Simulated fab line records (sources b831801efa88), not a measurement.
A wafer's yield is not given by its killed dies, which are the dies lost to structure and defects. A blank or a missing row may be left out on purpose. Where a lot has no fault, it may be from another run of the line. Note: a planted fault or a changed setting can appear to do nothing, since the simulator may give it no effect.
fab line records -- flow gf180mcu
record: lots: 10, wafers: 30, lastDay: 34
route steps=602 shown PSD@257 CONTACT@313 M1@331
lots with no fault: from the same line, run without faults
startH: start of the lot's first displayed wafer, in hours after the record's first day -- waitH: hours elapsed since this lot's preceding step -- " as in the row above -- L1.1+2: a row that stands for several wafers -- - no value, or no start given -- * or withheld: withheld -- < > ~ a bound
route shown NAME@n: names a module that has steps shown in the file, with the first one's number in the route -- usual: mean and standard deviation over wafers with no fault -- same: alike in all rows -- chamber/n: place in a boat -- sites: per-site readings -- _std_site: their standard deviation -- _edge_site: the outer-site mean with the inner-site mean subtracted -- radiusMm: for every site, how far away it sits from the centre of the wafer -- mask NAME#n: copy n -- behind: the tool/chamber that last shaped the wafer -- hold: cause of the lot's hold/its duration in hours/its outcome -- device: the transistor (n, p or np) that didn't switch -- end of line: the route-end tests of the same wafers -- step lacking rows: just its recipe -- killed: at the first sort, the dies lost to defects and structure; wafer yield is something else -- map: a wafer's dies, marking killed ones x, the rest . and places with no die _
set.NAME: the setting as run; set.NAME@STEP: as run at that earlier step -- model.NAME: the simulator's own value behind a step, which no gauge read
a sample of lots followed through the steps of the route, with each step as a table and each wafer as a row
services: from which hour (startH, from the record's first day; less than 0 if before it) a tool's chamber was out of use, for how many hours, and why
== steps ==
step: GF_PSD_IMPLANT_09
recipe: species: BF2, energyKev: 40, doseCm2: 1.5e+15, tiltDeg: 7
usual: doseIonsCm2: 1.5003e+15/1.7e+12, faradayCurrentUA: 8245/170
lot.wafer,tool,chamber,startH,waitH,doseIonsCm2,faradayCurrentUA
L892.3,implanter-04,0,321.61,0.1,1.5002e+15,8195
L892.4,implanter-04,0,321.61,0.1,1.5015e+15,8277
L892.6,implanter-04,0,321.61,0.1,1.5006e+15,8668
L893.2,implanter-02,0,338.23,0.0,1.5005e+15,8472
L893.4,implanter-02,0,338.23,0.0,1.4993e+15,8337
L893.5,implanter-02,0,338.23,0.0,1.5009e+15,8600
L899.2,implanter-02,0,406.28,0.0,1.3767e+15,7543
L899.3,implanter-02,0,406.28,0.0,1.3786e+15,7464
L899.4,implanter-02,0,406.28,0.0,1.3757e+15,7661
L900.2,implanter-02,0,415.93,0.0,1.3775e+15,7504
L900.5,implanter-02,0,415.93,0.0,1.3796e+15,7441
L900.6,implanter-02,0,415.93,0.0,1.3776e+15,7510
L901.1,implanter-02,0,416.06,0.1,1.3778e+15,7609
L901.2,implanter-02,0,416.06,0.1,1.3758e+15,7722
L901.6,implanter-02,0,416.06,0.1,1.3757e+15,7501
L906.1,implanter-03,0,454.21,0.0,1.4953e+15,7975
L906.3,implanter-03,0,454.21,0.0,1.501e+15,8025
L906.5,implanter-03,0,454.21,0.0,1.5003e+15,8514
L908.1,implanter-03,0,470.96,0.0,1.5043e+15,8178
L908.3,implanter-03,0,470.96,0.0,1.5043e+15,8040
L908.4,implanter-03,0,470.96,0.0,1.5075e+15,8353
L911.1,implanter-03,0,487.89,0.0,1.5e+15,8149
L911.3,implanter-03,0,487.89,0.0,1.4994e+15,8241
L911.6,implanter-03,0,487.89,0.0,1.4996e+15,8325
L912.2,implanter-03,0,494.92,0.0,1.4971e+15,8381
L912.3,implanter-03,0,494.92,0.0,1.5014e+15,8145
L912.4,implanter-03,0,494.92,0.0,1.4986e+15,8167
L913.1,implanter-02,0,503.81,0.0,1.4992e+15,8411
L913.4,implanter-02,0,503.81,0.0,1.4996e+15,8192
L913.6,implanter-02,0,503.81,0.0,1.5e+15,8466
step: GF_PSD_STRIP_10
recipe: chemistry: O2/N2, powerW: 1400, pressureMtorr: 1500, platenTempC: 250, o2FlowSccm: 3000, n2FlowSccm: 300, overashFraction: 0.5
usual: drypumpMotorCurrentA: 5.55/0.24, heaterPowerW: 342/22, oesProductAu: 0.592/0.0046, stripTimeToEndpointS: 16.51/0.042
same: overashFraction: 0.5
lot.wafer,tool,chamber,startH,waitH,drypumpMotorCurrentA,heaterPowerW,oesProductAu,rfHoursCounterH,stripTimeToEndpointS
L892.3,plasmaAsher-02,1,321.74,0.1,5.51,339,0.586,-,16.47
L892.4,plasmaAsher-02,0,321.74,0.1,5.97,332,0.600,-,16.44
L892.6,plasmaAsher-02,1,321.74,0.1,5.53,338,0.599,-,16.47
L893.2,plasmaAsher-02,0,338.36,0.1,5.99,326,0.586,20,16.58
L893.4,plasmaAsher-02,1,338.36,0.1,5.55,339,0.596,-,16.57
L893.5,plasmaAsher-02,1,338.36,0.1,5.56,341,0.592,-,16.60
L899.2,plasmaAsher-03,0,406.41,0.1,5.72,370,0.595,77,16.25
L899.3,plasmaAsher-03,0,406.41,0.1,5.75,363,0.599,-,16.29
L899.4,plasmaAsher-03,1,406.41,0.1,5.58,377,0.600,-,16.25
L900.2,plasmaAsher-03,0,416.06,0.1,5.75,364,0.599,78,16.28
L900.5,plasmaAsher-03,0,416.06,0.1,5.75,359,0.594,-,16.25
L900.6,plasmaAsher-03,1,416.06,0.1,5.58,364,0.595,-,16.23
L901.1,plasmaAsher-02,1,416.21,0.1,5.58,333,0.598,28,16.27
L901.2,plasmaAsher-02,0,416.21,0.1,5.97,325,0.602,28,16.29
L901.6,plasmaAsher-02,0,416.21,0.1,5.97,324,0.605,-,16.29
L906.1,plasmaAsher-01,0,454.36,0.1,5.26,336,0.594,2,16.47
L906.3,plasmaAsher-01,1,454.36,0.1,5.28,319,0.592,-,16.51
L906.5,plasmaAsher-01,0,454.36,0.1,5.27,338,0.592,-,16.52
L908.1,plasmaAsher-02,0,471.11,0.1,5.96,322,0.596,34,16.43
L908.3,plasmaAsher-02,1,471.11,0.1,5.58,328,0.586,-,16.47
L908.4,plasmaAsher-02,0,471.11,0.1,6.01,326,0.582,-,16.42
L911.1,plasmaAsher-03,0,488.04,0.1,5.75,366,0.595,86,16.52
L911.3,plasmaAsher-03,1,488.04,0.1,5.58,370,0.584,-,16.52
L911.6,plasmaAsher-03,1,488.04,0.1,5.56,379,0.591,-,16.50
L912.2,plasmaAsher-03,0,495.04,0.1,5.75,357,0.588,86,16.46
L912.3,plasmaAsher-03,0,495.04,0.1,5.76,371,0.586,-,16.45
L912.4,plasmaAsher-03,1,495.04,0.1,5.58,375,0.595,-,16.47
L913.1,plasmaAsher-01,1,503.96,0.1,5.34,321,0.583,8,16.55
L913.4,plasmaAsher-01,1,503.96,0.1,5.36,318,0.598,-,16.55
L913.6,plasmaAsher-01,0,503.96,0.1,5.29,329,0.591,-,16.51
step: GF_PSD_TW_MEAS_11
usual: PSD_TW: 3164/17
lot.wafer,tool,chamber,startH,waitH,PSD_TW
L892.3,filmMetro-02,-,321.83,0.1,3148
L892.4,filmMetro-02,-,321.83,0.1,3157
L892.6,filmMetro-02,-,321.83,0.1,3165
L893.2,filmMetro-02,-,338.47,0.1,3170
L893.4,filmMetro-02,-,338.47,0.1,3161
L893.5,filmMetro-02,-,338.47,0.1,3161
L899.2,filmMetro-02,-,406.52,0.1,3080
L899.3,filmMetro-02,-,406.52,0.1,3083
L899.4,filmMetro-02,-,406.52,0.1,3077
L900.2,filmMetro-02,-,416.17,0.1,3089
L900.5,filmMetro-02,-,416.17,0.1,3081
L900.6,filmMetro-02,-,416.17,0.1,3070
L901.1,filmMetro-03,-,416.31,0.1,3117
L901.2,filmMetro-03,-,416.31,0.1,3104
L901.6,filmMetro-03,-,416.31,0.1,3123
L906.1,filmMetro-03,-,454.46,0.1,3165
L906.3,filmMetro-03,-,454.46,0.1,3169
L906.5,filmMetro-03,-,454.46,0.1,3159
L908.1,filmMetro-04,-,471.21,0.1,3170
L908.3,filmMetro-04,-,471.21,0.1,3173
L908.4,filmMetro-04,-,471.21,0.1,3175
L911.1,filmMetro-03,-,488.14,0.1,3183
L911.3,filmMetro-03,-,488.14,0.1,3191
L911.6,filmMetro-03,-,488.14,0.1,3176
L912.2,filmMetro-03,-,495.18,0.1,3191
L912.3,filmMetro-03,-,495.18,0.1,3175
L912.4,filmMetro-03,-,495.18,0.1,3174
L913.1,filmMetro-03,-,504.06,0.1,3144
L913.4,filmMetro-03,-,504.06,0.1,3151
L913.6,filmMetro-03,-,504.06,0.1,3170
step: GF_PSD_RS_MEAS_15
recipe: thkMeasGauge: four-point-probe
usual: PSD_RS: 108.75/0.28
lot.wafer,tool,chamber,startH,waitH,PSD_RS[ohm/sq]
L892.3,filmMetro-03,-,322.16,0.1,108.25
L892.4,filmMetro-03,-,322.16,0.1,108.53
L892.6,filmMetro-03,-,322.16,0.1,108.68
L893.2,filmMetro-04,-,338.79,0.1,109.07
L893.4,filmMetro-04,-,338.79,0.1,109.01
L893.5,filmMetro-04,-,338.79,0.1,109.16
L899.2,filmMetro-02,-,406.84,0.1,112.07
L899.3,filmMetro-02,-,406.84,0.1,112.09
L899.4,filmMetro-02,-,406.84,0.1,112.22
L900.2,filmMetro-02,-,416.49,0.1,112.10
L900.5,filmMetro-02,-,416.49,0.1,111.73
L900.6,filmMetro-02,-,416.49,0.1,111.88
L901.1,filmMetro-03,-,416.62,0.1,112.02
L901.2,filmMetro-03,-,416.62,0.1,111.81
L901.6,filmMetro-03,-,416.62,0.1,111.88
L906.1,filmMetro-04,-,454.80,0.1,108.79
L906.3,filmMetro-04,-,454.80,0.1,108.50
L906.5,filmMetro-04,-,454.80,0.1,108.61
L908.1,filmMetro-03,-,471.60,0.1,108.76
L908.3,filmMetro-03,-,471.60,0.1,108.50
L908.4,filmMetro-03,-,471.60,0.1,108.61
L911.1,filmMetro-04,-,488.54,0.1,109.41
L911.3,filmMetro-04,-,488.54,0.1,109.16
L911.6,filmMetro-04,-,488.54,0.1,109.27
L912.2,filmMetro-02,-,495.50,0.1,108.38
L912.3,filmMetro-02,-,495.50,0.1,108.55
L912.4,filmMetro-02,-,495.50,0.1,108.39
L913.1,filmMetro-04,-,504.37,0.1,109.13
L913.4,filmMetro-04,-,504.37,0.1,108.39
L913.6,filmMetro-04,-,504.37,0.1,108.89
step: GF_CONTACT_THK_MEAS_26
recipe: thkMeasGauge: xrf, reads: W_of_CONTACT_CVD_24
usual: CONTACT_W_THK: 300/4.2
lot.wafer,tool,chamber,startH,waitH,CONTACT_W_THK[nm]
L892.3,filmMetro-03,-,368.41,0.1,297
L892.4,filmMetro-03,-,368.41,0.1,293
L892.6,filmMetro-03,-,368.41,0.1,292
L893.2,filmMetro-02,-,385.20,0.1,299
L893.4,filmMetro-02,-,385.20,0.1,303
L893.5,filmMetro-02,-,385.20,0.1,302
L899.2,filmMetro-03,-,457.69,0.1,304
L899.3,filmMetro-03,-,457.69,0.1,299
L899.4,filmMetro-03,-,457.69,0.1,303
L900.2,filmMetro-01,-,468.35,0.1,300
L900.5,filmMetro-01,-,468.35,0.1,299
L900.6,filmMetro-01,-,468.35,0.1,305
L901.1,filmMetro-01,-,468.59,0.1,301
L901.2,filmMetro-01,-,468.59,0.1,303
L901.6,filmMetro-01,-,468.59,0.1,302
L906.1,filmMetro-02,-,506.17,0.1,304
L906.3,filmMetro-02,-,506.17,0.1,295
L906.5,filmMetro-02,-,506.17,0.1,300
L908.1,filmMetro-02,-,522.60,0.1,298
L908.3,filmMetro-02,-,522.60,0.1,301
L908.4,filmMetro-02,-,522.60,0.1,298
L911.1,filmMetro-01,-,537.89,0.1,300
L911.3,filmMetro-01,-,537.89,0.1,309
L911.6,filmMetro-01,-,537.89,0.1,299
L912.2,filmMetro-03,-,544.20,0.1,304
L912.3,filmMetro-03,-,544.20,0.1,301
L912.4,filmMetro-03,-,544.20,0.1,301
L913.1,filmMetro-02,-,553.23,0.1,304
L913.4,filmMetro-02,-,553.23,0.1,303
L913.6,filmMetro-02,-,553.23,0.1,307
step: GF_CONTACT_CMP_27
recipe: stopOn: SiO2, downForcePsi: 3.5, platenRpm: 60, tOverpolishS: 15, targetThkNm: 0, padVelocityMS: 0.94248
usual: edgeZonePressureFrac: 1.000/0.0049, headPressurePsi: 3.501/0.0072, motorCurrentA: 11.3/1.1, overpolishRunS: 15.001/0.0089, slurryFilterDpKPa: 13.50/0.14, timeToEndpointS: 72/3.2
lot.wafer,tool,chamber,startH,waitH,edgeZonePressureFrac,headPressurePsi,motorCurrentA,overpolishRunS,slurryFilterDpKPa,timeToEndpointS
L892.3,cmp-01,3,368.55,0.1,1.004,3.505,12.7,15.001,13.54,75
L892.4,cmp-01,0,368.55,0.1,0.994,3.500,11.5,15.009,13.73,74
L892.6,cmp-01,3,368.55,0.1,1.005,3.495,12.6,15.007,13.68,72
L893.4,cmp-02,2,385.25,0.0,1.003,3.503,9.3,14.995,13.51,72
L893.2,cmp-02,3,385.25,0.0,1.005,3.500,12.8,15.010,13.61,74
L893.5,cmp-02,3,385.25,0.0,1.000,3.495,12.8,14.995,13.35,71
L899.4,cmp-01,1,457.74,0.0,0.997,3.503,10.1,14.995,13.55,73
L899.3,cmp-01,2,457.74,0.0,0.994,3.498,11.3,14.991,13.77,76
L899.2,cmp-01,0,457.74,0.0,1.001,3.513,11.8,14.993,13.46,76
L900.2,cmp-02,2,468.40,0.0,0.997,3.494,9.0,14.995,13.55,68
L900.5,cmp-02,2,468.40,0.0,1.006,3.509,9.7,15.003,13.34,67
L900.6,cmp-02,3,468.40,0.0,1.000,3.489,13.0,14.995,13.41,71
L901.1,cmp-01,3,468.70,0.1,1.001,3.493,12.5,14.992,13.47,72
L901.2,cmp-01,1,468.70,0.1,0.999,3.493,10.2,14.983,13.44,74
L901.6,cmp-01,3,468.70,0.1,0.998,3.494,12.6,14.995,13.48,72
L906.3,cmp-01,3,506.23,0.0,1.008,3.504,13.1,15.008,13.63,73
L906.1,cmp-01,1,506.23,0.0,1.007,3.511,10.4,15.002,13.44,74
L906.5,cmp-01,0,506.23,0.0,0.997,3.518,11.2,14.996,13.53,77
L908.4,cmp-01,0,522.66,0.0,0.997,3.493,11.1,14.993,13.72,74
L908.3,cmp-01,1,522.66,0.0,1.000,3.497,10.4,14.997,13.47,69
L908.1,cmp-01,3,522.66,0.0,1.006,3.502,12.3,15.007,13.56,72
L911.1,cmp-01,1,537.95,0.1,1.003,3.494,10.5,14.996,13.11,68
L911.3,cmp-01,2,537.95,0.1,1.002,3.493,11.1,15.011,13.39,72
L911.6,cmp-01,1,537.95,0.1,1.003,3.493,10.5,14.999,13.43,66
L912.2,cmp-01,0,544.25,0.0,0.997,3.504,11.2,15.001,13.77,74
L912.3,cmp-01,1,544.25,0.0,1.007,3.509,11.0,14.987,13.45,68
L912.4,cmp-01,2,544.25,0.0,0.996,3.495,10.7,14.986,13.49,75
L913.4,cmp-02,2,553.34,0.1,0.998,3.497,9.7,14.991,13.52,64
L913.1,cmp-02,3,553.34,0.1,0.993,3.493,12.4,14.989,13.15,67
L913.6,cmp-02,2,553.34,0.1,0.999,3.507,9.6,15.007,13.51,62
step: GF_M1_METAL_ETCH_16
recipe: chemistry: Cl2/BCl3, maskMaterial: KrF, targetDepthNm: 750.8, stopOn: SiO2, pressureMtorr: 8, icpW: 800, biasW: 143.6, Cl2_flow_sccm: 80, bcl3FlowSccm: 40, timeS: 125.1
usual: drypumpMotorCurrentA: 5.9/0.46, oesProductAu: 0.994/0.0053, throttleValvePct: 28.224/0.0096
lot.wafer,tool,chamber,startH,waitH,drypumpMotorCurrentA,oesProductAu,rfHoursCounterH,throttleValvePct
L892.3,rieMetal-03,1,391.69,0.1,6.3,0.994,-,28.225
L892.4,rieMetal-03,1,391.69,0.1,6.4,0.987,-,28.229
L892.6,rieMetal-03,1,391.69,0.1,6.4,0.998,-,28.209
L893.2,rieMetal-01,0,409.21,0.0,5.9,0.993,10,28.237
L893.4,rieMetal-01,0,409.21,0.0,5.9,0.997,-,28.225
L893.5,rieMetal-01,1,409.21,0.0,5.4,0.985,-,28.235
L899.2,rieMetal-01,0,482.81,0.0,5.8,0.985,12,28.241
L899.3,rieMetal-01,1,482.81,0.0,5.5,0.989,-,28.221
L899.4,rieMetal-01,0,482.81,0.0,5.8,0.982,-,28.220
L900.2,rieMetal-02,1,493.99,0.0,6.0,0.996,1,28.231
L900.5,rieMetal-02,1,493.99,0.0,6.0,0.994,-,28.223
L900.6,rieMetal-02,0,493.99,0.0,6.2,0.996,-,28.219
L901.1,rieMetal-03,1,494.36,0.0,6.4,0.993,4,28.219
L901.2,rieMetal-03,0,494.36,0.0,5.2,0.995,2,28.216
L901.6,rieMetal-03,1,494.36,0.0,6.4,0.978,-,28.224
L906.1,rieMetal-02,1,530.70,0.0,6.0,0.996,2,28.219
L906.3,rieMetal-02,0,530.70,0.0,6.2,0.998,-,28.213
L906.5,rieMetal-02,0,530.70,0.0,6.2,0.997,-,28.224
L908.1,rieMetal-01,1,545.65,0.0,5.4,0.995,3,28.243
L908.3,rieMetal-01,1,545.65,0.0,5.4,0.997,-,28.233
L908.4,rieMetal-01,1,545.65,0.0,5.5,0.982,-,28.233
L911.1,rieMetal-01,1,560.63,0.0,5.5,0.987,4,28.236
L911.3,rieMetal-01,0,560.63,0.0,5.8,0.986,-,28.207
L911.6,rieMetal-01,1,560.63,0.0,5.5,0.990,-,28.228
L912.2,rieMetal-03,0,567.15,0.0,5.1,1.000,4,28.229
L912.3,rieMetal-03,0,567.15,0.0,5.1,0.990,-,28.239
L912.4,rieMetal-03,1,567.15,0.0,6.4,1.001,-,28.228
L913.1,rieMetal-02,0,575.45,0.0,6.2,1.000,6,28.226
L913.4,rieMetal-02,0,575.45,0.0,6.1,0.992,-,28.218
L913.6,rieMetal-02,1,575.45,0.0,6.0,0.997,-,28.223
== services ==
tool,chamber,startH,hours,kind
rieMetal-02,-,300.68,14.6,pm
implanter-02,-,305.88,3.8,pm
implanter-03,-,306.79,6.4,pm
rieMetal-03,-,313.63,14.6,pm
plasmaAsher-03,-,347.38,0.3,repair
cmp-02,-,352.90,19.0,pm
implanter-03,-,353.65,5.9,repair
rieMetal-03,0,354.57,4.4,repair
cmp-01,-,370.28,0.2,repair
plasmaAsher-03,-,370.35,2.5,repair
cmp-02,-,382.05,0.2,repair
cmp-01,-,383.96,2.6,repair
cmp-01,-,404.11,4.0,pm
implanter-03,-,414.91,7.7,pm
cmp-01,-,429.64,11.1,repair
cmp-01,-,442.67,4.8,pm
cmp-01,-,465.27,2.3,repair
rieMetal-01,-,468.84,2.8,pm
implanter-02,-,470.94,5.9,repair
implanter-03,-,473.58,2.5,repair
cmp-01,-,482.46,4.1,repair
plasmaAsher-02,-,488.24,2.8,pm
cmp-01,-,521.47,1.1,repair
plasmaAsher-02,-,573.44,0.7,repair
== key ==
firstSign: step: GF_PSD_IMPLANT_09, reading: doseIonsCm2, direction: down, sigmas: 73, usual: 1.5003e+15, struck: 1.3772e+15
effect: step: GF_PSD_IMPLANT_09, reading: faradayCurrentUA, direction: down, sigmas: 4, usual: 8245, struck: 7550
effect: step: GF_PSD_STRIP_10, reading: stripTimeToEndpointS, direction: down, sigmas: 5.9, usual: *, struck: *
effect: step: GF_PSD_TW_MEAS_11, reading: PSD_TW, direction: down, sigmas: 4.2, usual: 3164, struck: 3092
effect: step: GF_PSD_RS_MEAS_15, reading: PSD_RS, direction: up, sigmas: 12, usual: 108.75, struck: 111.98
metAt GF_PSD_IMPLANT_09
struckLots L899,L900,L901
testerLeftOut L899,L900,L901
notActingAt GF_CONTACT_THK_MEAS_26,GF_CONTACT_CMP_27,GF_M1_METAL_ETCH_16
onsetBetween 338.23 406.28
fault: kind: processParameterDrift, tool: implanter-02, chamber: -, onsetH: 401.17, steps: GF_PSD_IMPLANT_09, channel: doseCm2, offset: -1.2213e+14, shape: step, endH: 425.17, actsIn: theseRecipesOnly, stated: 1.5e+15
testerLeftOut: of these lots the tester's yield and bins aren't shown, on N5 and GAA mostly nor the transistor test; their killed dies are dies lost to structure and defects alone, not to doping, threshold or leakage, so they don't give the yield
